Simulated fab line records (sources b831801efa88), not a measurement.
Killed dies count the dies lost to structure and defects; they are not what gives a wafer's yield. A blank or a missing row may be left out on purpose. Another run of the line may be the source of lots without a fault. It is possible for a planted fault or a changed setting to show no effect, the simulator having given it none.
Matching of chambers    flow gf180mcu    rieDiel-01 running GF_V4_ETCH_16: 4 sister chambers
The step etches BARC in N2/H2. 4 wafers are shown with their chamber, then 9 later ones without.

WAFERS WITH THEIR CHAMBER
wafer   chamber  drypumpMotorCurrentA (A)
L344.6  0        5.0
L352.1  1        5.4
L354.1  2        5.7
L354.6  3        5.9

WAFERS WITH NO CHAMBER GIVEN
wafer   drypumpMotorCurrentA (A)
L356.3  6.0
L356.4  5.0
L356.6  5.4
L357.1  6.0
L357.2  5.0
L357.6  5.4
L359.3  6.0
L359.5  5.4
L359.6  5.0

WHICH CHAMBER EACH ONE RAN IN
wafer   from the rows above  in truth
L356.3  3                    3
L356.4  0                    0
L356.6  1                    1
L357.1  3                    3
L357.2  0                    0
L357.6  1                    1
L359.3  3                    3
L359.5  1                    1
L359.6  0                    0
Correctly placed: 9 of 9. Left unplaced by these rows: 0. Number placed wrongly: 0.
How it was worked out, from the rows above alone: a wafer's distance from a chamber is the root of the sum, over the readings, of the square of ((its reading less the chamber's mean) divided by the reading's scatter). If the next closest chamber is less than 2 further off than the closest, the wafer can't be placed; otherwise it belongs to the closest. For every chamber, the mean is computed from those of its wafers that are shown. The scatter: with one shown wafer a chamber, the root of the mean of the squares of how far each hidden wafer lies from its nearest shown one.
